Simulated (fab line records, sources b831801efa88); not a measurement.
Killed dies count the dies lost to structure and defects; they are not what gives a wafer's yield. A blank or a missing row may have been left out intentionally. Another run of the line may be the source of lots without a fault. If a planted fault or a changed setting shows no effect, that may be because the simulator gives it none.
One fault seen from 2 desks | flow sky130 | each desk has only its own numbers; what lay behind them comes last

== DESK OF THE TOOL OWNER: lpcvd-02 ==
The tool's own readings at SKY_SPACER_CVD_00 (deposits Si3N4 from DCS/NH3, target thk 43.1 nm, time 740 s): means of the sampled wafers that have a number, for each lot that ran on this tool. Marked OUT: a lot whose mean sits more than 4 standard deviations from the usual mean, which makes it out of limits; the brackets give that distance.
Columns: A = pressure mtorr at SKY_SPACER_CVD_00, usual 250.0 mTorr; B = zone power top pct at SKY_SPACER_CVD_00, usual 27.9 %
lot  | first seen here | A     | B
L210 | day 23 00:49    | 249.7 | 26.9
L213 | day 23 14:31    | 249.7 | 26.9
L211 | day 23 15:43    | 249.8 | 27.3
L212 | day 23 18:17    | 250.0 | 26.9
L214 | day 24 04:26    | 250.2 | 26.9
L220 | day 26 18:10    | 250.4 | 29.5
L221 | day 27 12:58    | 250.0 | 27.0
L233 | day 31 00:33    | 249.8 | 29.5
Finding of this desk: none of the 8 lots has anything out of limits.

== AT THE METROLOGY DESK ==
Means of the sampled wafers that have a number, per lot and without regard to the tool the lot ran on: this is what the gauges read. Marked OUT: a lot whose mean sits more than 4 standard deviations from the usual mean, which makes it out of limits; the brackets give that distance.
Columns: A = SONOS_ONO_CVD_04_THK at SKY_SONOS_ONO_THK_MEAS_05, usual 5.68 nm; B = LDD_HVN_OVL at SKY_LDD_HVN_OVL_MEAS_07, usual -0.1 nm; C = SPACER_CVD_00_THK at SKY_SPACER_THK_MEAS_01, usual 43.1 nm
lot  | first seen here | A    | B    | C
L210 | day 11 08:52    | 5.73 | -2.7 | 42.9
L211 | day 11 20:07    | 5.79 | -0.8 | 42.7
L212 | day 11 23:26    | 5.65 | -1.7 | 42.8
L213 | day 12 04:53    | 5.75 | -1.3 | 43.0
L214 | day 12 18:58    | 5.61 | -0.1 | 43.7
L220 | day 14 16:25    | 5.46 | 1.3  | 64.3 (+52) OUT
L221 | day 15 18:26    | 5.66 | 1.2  | 64.2 (+51) OUT
L233 | day 19 10:03    | 5.66 | 0.7  | 42.8
This desk's finding: out of limits on L220, L221; first on L220, day 26 19:22 (SPACER_CVD_00_THK at SKY_SPACER_THK_MEAS_01). L210, L211, L212, L213, L214, L233: within limits.

== ALL TOGETHER ==
The metrology desk could have raised an alarm at day 26 19:22, on L220, L221.
The tool owner's desk saw nothing out of limits.
The tool owner's desk has L220, L221 on record, within its limits.
Of the lots named, all ran SKY_SPACER_CVD_00 on lpcvd-02.

== WHAT WAS PUT IN BY THE SIMULATOR ==
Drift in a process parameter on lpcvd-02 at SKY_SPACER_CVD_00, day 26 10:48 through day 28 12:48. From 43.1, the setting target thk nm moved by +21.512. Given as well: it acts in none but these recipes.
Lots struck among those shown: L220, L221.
Per desk, hours elapsed from the start of the fault to the first reading out of limits: for the metrology desk, 9.
